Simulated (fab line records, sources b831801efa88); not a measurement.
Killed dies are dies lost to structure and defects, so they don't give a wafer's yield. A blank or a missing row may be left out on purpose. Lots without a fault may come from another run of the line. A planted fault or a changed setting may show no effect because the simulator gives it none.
fab line records | flow sky130
record lots=15 wafers=45 last_day=50
route steps=708 shown NWELL@33 VIA2@527 CAPM@539 VIA3@574
lots that met no fault: from a run of the same line without faults
start_h: hours from the record's first day to the start of the lot's first wafer shown | wait_h: hours since the lot's step before | " the same as in the row above | L1.1+2: a row that stands for several wafers | - no value, or no start given | * or withheld: withheld | < > ~ a bound
route shown NAME@n: a module of which the file shows steps, and the number in the route of the first | usual: mean/standard deviation of fault-free wafers | same: alike in all rows | chamber/n: place in a boat | sites: the reading at each site | _std_site: their standard deviation | _edge_site: outer sites' mean less inner sites' | radius_mm: how far each site lies from the wafer's centre | mask NAME#n: copy n | behind: the tool/chamber that last shaped the wafer | hold: why the lot was held/for how many hours/how that ended | device: the transistor (n, p or np) that didn't switch | end of line: the same wafers' tests at the end of the route | a step without rows: its recipe alone | killed: dies lost to structure and defects at the first sort, not the wafer's yield | map: a wafer's dies, x killed, . not, _ none there
set.NAME: the setting as run; set.NAME@STEP: as run at that earlier step | model.NAME: the simulator's own value behind a step, which no gauge read
steps of the route over a sample of lots; a table a step, a row a wafer
services: from which hour (start_h, from the record's first day; less than 0 if before it) a tool's chamber was out of use, for how many hours, and why
## steps
# step SKY_NWELL_OXIDATION_01
# recipe temp_c=900 ambient=O2 stabilise_s=600 purge_s=300 target_thk_a=100 ox_time_s=1418
# usual ox_temp_c=900.0/0.38 ox_temp_c_max=904.9/1.3 spike_tc_lower_C=901.9/1.5
# columns lot.wafer tool chamber start_h wait_h ox_temp_c ox_temp_c_max spike_tc_lower_C
L695.1 furnace-02 0 37.91 1.8 899.7 903.9 900.5
L695.3 " 0 " " 900.1 907.6 901.6
L695.6 " 0 " " 900.3 907.9 901.1
L696.1 furnace-02 0 43.17 2.1 900.8 908.6 901.1
L696.4 " 0 " " 900.2 904.3 901.2
L696.5 " 0 " " 900.2 905.0 900.8
L699.1 furnace-02 0 54.99 0.0 899.8 906.8 899.9
L699.3 " 0 " " 899.4 904.4 899.6
L699.6 " 0 " " 900.1 906.6 903.0
L701.1 furnace-02 0 68.25 0.8 899.7 904.8 899.6
L701.2 " 0 " " 899.7 904.4 898.6
L701.6 " 0 " " 899.7 906.1 901.9
L702.1 furnace-01 0 71.87 0.1 899.9 903.5 903.5
L702.4 " 0 " " 899.9 904.5 903.8
L702.5 " 0 " " 900.2 904.3 902.7
L704.1 furnace-01 0 84.28 1.0 899.9 903.4 903.8
L704.2 " 0 " " 900.4 903.8 904.0
L704.5 " 0 " " 899.6 904.8 904.7
L705.2 furnace-01 0 88.52 0.4 899.7 905.5 903.5
L705.4 " 0 " " 900.1 902.9 902.7
L705.6 " 0 " " 899.8 903.1 903.4
L707.1 furnace-02 0 95.91 0.5 899.9 904.9 901.8
L707.3 " 0 " " 899.5 904.4 901.8
L707.4 " 0 " " 899.8 905.5 900.2
L709.1 furnace-01 0 109.40 0.3 899.9 904.2 902.3
L709.3 " 0 " " 900.1 904.4 905.1
L709.6 " 0 " " 900.1 904.0 902.3
L712.2 furnace-02 - 124.01 0.0 - - -
L712.4 " - " " - - -
L712.6 " - " " - - -
L713.1 furnace-02 - 131.55 2.9 - - -
L713.4 " - " " - - -
L713.5 " - " " - - -
L714.2 furnace-01 - 137.65 0.8 - - -
L714.3 " - " " - - -
L714.5 " - " " - - -
L716.2 furnace-02 0 144.50 0.0 900.3 905.8 900.9
L716.4 " 0 " " 899.5 905.9 901.6
L716.5 " 0 " " 899.9 905.4 902.2
L717.1 furnace-01 0 149.77 0.0 899.6 903.4 904.1
L717.2 " 0 " " 899.8 903.8 903.8
L717.3 " 0 " " 900.3 903.7 903.9
L718.1 furnace-02 0 154.08 0.0 900.4 906.3 900.4
L718.4 " 0 " " 900.1 906.0 901.4
L718.5 " 0 " " 900.7 906.2 902.2
# step SKY_VIA2_SPUTTER_20
# recipe material=TiN target_thk_nm=20 chamber_pressure_pa=5 power_w=4000 time_s=80
# usual throttle_valve_pct=29.6/1.2
# columns lot.wafer tool chamber start_h wait_h throttle_valve_pct
L695.1 pvd_sputter-04 - 854.32 0.0 30.4
L695.3 " - " " 30.8
L695.6 " - " " 27.5
L696.1 pvd_sputter-04 - 859.40 0.0 29.9
L696.4 " - " " 29.3
L696.5 " - " " 27.7
L699.1 pvd_sputter-01 - 876.67 0.0 29.9
L699.3 " - " " 32.1
L699.6 " - " " 28.6
L701.1 pvd_sputter-04 - 897.91 0.0 29.1
L701.2 " - " " 30.9
L701.6 " - " " 29.2
L702.1 pvd_sputter-01 - 909.69 0.0 32.5
L702.4 " - " " 29.9
L702.5 " - " " 30.4
L704.1 pvd_sputter-02 - 916.55 0.0 27.7
L704.2 " - " " 31.1
L704.5 " - " " 31.0
L705.2 pvd_sputter-01 - 933.90 0.0 32.7
L705.4 " - " " 30.2
L705.6 " - " " 30.1
L707.1 pvd_sputter-02 - 944.11 0.0 29.5
L707.3 " - " " 27.4
L707.4 " - " " 30.7
L709.1 pvd_sputter-04 - 958.91 0.0 27.7
L709.3 " - " " 31.0
L709.6 " - " " 30.8
L718.1 pvd_sputter-04 - 1015.86 0.0 30.7
L718.4 " - " " 29.3
L718.5 " - " " 30.0
L716.2 pvd_sputter-04 - 1016.13 0.0 27.7
L716.4 " - " " 30.8
L716.5 " - " " 29.4
L717.1 pvd_sputter-04 - 1019.76 0.0 27.5
L717.2 " - " " 31.0
L717.3 " - " " 30.1
# step SKY_CAPM_SPUTTER_02
# recipe material=TiN target_thk_nm=200 temp_c=300 power_w=6500 time_s=166.7 chamber_pressure_pa=0.4
# usual throttle_valve_pct=29.6/1.1
# columns lot.wafer tool chamber start_h wait_h throttle_valve_pct
L695.1 pvd_sputter-04 - 855.45 0.1 29.4
L695.3 " - " " 29.9
L695.6 " - " " 29.9
L696.1 pvd_sputter-04 - 860.31 0.1 31.0
L696.4 " - " " 30.1
L696.5 " - " " 30.8
L699.1 pvd_sputter-04 - 877.60 0.1 29.5
L699.3 " - " " 27.9
L699.6 " - " " 27.8
L701.1 pvd_sputter-04 - 898.82 0.1 29.1
L701.2 " - " " 30.2
L701.6 " - " " 30.7
L702.1 pvd_sputter-04 - 910.60 0.1 29.9
L702.4 " - " " 28.9
L702.5 " - " " 29.5
L704.1 pvd_sputter-04 - 917.46 0.1 27.5
L704.2 " - " " 29.3
L704.5 " - " " 28.0
L705.2 pvd_sputter-04 - 934.94 0.0 31.1
L705.4 " - " " 29.2
L705.6 " - " " 30.9
L707.1 pvd_sputter-03 - 945.03 0.1 30.3
L707.3 " - " " 28.9
L707.4 " - " " 30.3
L709.1 pvd_sputter-03 - 959.83 0.1 30.2
L709.3 " - " " 28.9
L709.6 " - " " 30.1
L718.1 pvd_sputter-04 - 1019.21 0.1 30.8
L718.4 " - " " 30.1
L718.5 " - " " 30.0
L716.2 pvd_sputter-03 - 1019.81 0.0 29.1
L716.4 " - " " 30.2
L716.5 " - " " 30.4
L717.1 pvd_sputter-04 - 1022.15 0.1 29.9
L717.2 " - " " 29.3
L717.3 " - " " 27.5
# step SKY_VIA3_THK_MEAS_01
# recipe reads=SiO2_of_VIA3_HDPCVD_00
# usual VIA3_HDPCVD_THK=1645/20
# columns lot.wafer tool chamber start_h wait_h VIA3_HDPCVD_THK[nm]
L695.1 film_metro-04 - 909.76 0.1 1620
L695.3 " - " " 1679
L695.6 " - " " 1643
L696.1 film_metro-04 - 914.17 0.1 1674
L696.4 " - " " 1646
L696.5 " - " " 1670
L699.1 film_metro-02 - 931.14 0.1 1656
L699.3 " - " " 1625
L699.6 " - " " 1641
L701.1 film_metro-04 - 950.70 0.1 1673
L701.2 " - " " 1611
L701.6 " - " " 1658
L702.1 film_metro-04 - 961.59 0.1 1637
L702.4 " - " " 1644
L702.5 " - " " 1639
L704.1 film_metro-04 - 969.15 0.1 1630
L704.2 " - " " 1643
L704.5 " - " " 1622
L705.2 film_metro-02 - 984.29 0.1 1633
L705.4 " - " " 1618
L705.6 " - " " 1615
L707.1 film_metro-03 - 994.83 0.1 1647
L707.3 " - " " 1671
L707.4 " - " " 1673
L709.1 film_metro-02 - 1008.95 0.1 1636
L709.3 " - " " 1650
L709.6 " - " " 1663
L718.1 film_metro-02 - 1063.60 0.1 1648
L718.4 " - " " 1609
L718.5 " - " " 1650
L716.2 film_metro-02 - 1064.76 0.1 1663
L716.4 " - " " 1664
L716.5 " - " " 1680
L717.1 film_metro-03 - 1068.79 0.1 1627
L717.2 " - " " 1658
L717.3 " - " " 1647
## services
# columns tool chamber start_h hours kind
furnace-01 - 26.63 3.3 pm
furnace-02 - 76.75 4.1 pm
furnace-02 - 126.92 4.6 pm
pvd_sputter-04 - 129.01 2.7 repair
furnace-01 - 177.91 3.0 pm
furnace-01 - 194.02 3.2 pm
furnace-02 - 216.05 3.4 pm
furnace-02 - 244.92 3.3 pm
pvd_sputter-04 - 283.04 2.5 repair
furnace-01 - 361.63 4.1 pm
furnace-02 - 405.94 6.9 repair
furnace-02 - 412.80 5.1 pm
furnace-02 - 417.90 3.1 pm
furnace-01 - 460.30 2.7 pm
pvd_sputter-04 - 550.57 8.9 repair
furnace-02 - 580.17 3.6 pm
furnace-02 - 649.26 11.0 repair
furnace-02 - 690.59 4.1 pm
furnace-02 - 748.92 2.9 pm
pvd_sputter-04 - 850.35 2.1 repair
furnace-02 - 916.17 2.5 pm
furnace-02 - 935.37 5.7 pm
pvd_sputter-04 - 949.69 1.8 repair
furnace-02 - 972.59 4.3 pm
## key
first_sign step=SKY_NWELL_OXIDATION_01 reading=tool_record direction=missing
effect none on later readings
met_at SKY_NWELL_OXIDATION_01
struck_lots L712,L713,L714
later_rows_left_out L712.2,L712.4,L712.6,L713.1,L713.4,L713.5,L714.2,L714.3,L714.5
sort_left_out L712.2,L712.4,L712.6,L713.1,L713.4,L713.5,L714.2,L714.3,L714.5
tester_left_out L712,L713,L714
not_acting_at SKY_VIA2_SPUTTER_20,SKY_CAPM_SPUTTER_02,SKY_VIA3_THK_MEAS_01
onset_between 109.40 124.01
fault kind=skipped_step_whole tool=furnace-01,furnace-02 chamber=- onset_h=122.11 steps=SKY_NWELL_OXIDATION_01 scope=struck_lots_only
# tester_left_out: of these lots the tester's yield and bins aren't shown, on N5 and GAA mostly nor the transistor test; their killed dies are dies lost to structure and defects alone, not to doping, threshold or leakage, so they don't give the yield
# sort_left_out: the simulated sort isn't trusted on such a fault, so these wafers' sort isn't shown, and their yield isn't known
# later_rows_left_out: the simulator's readings of these wafers behind a module that went badly wrong aren't trusted and aren't shown, but for the sort
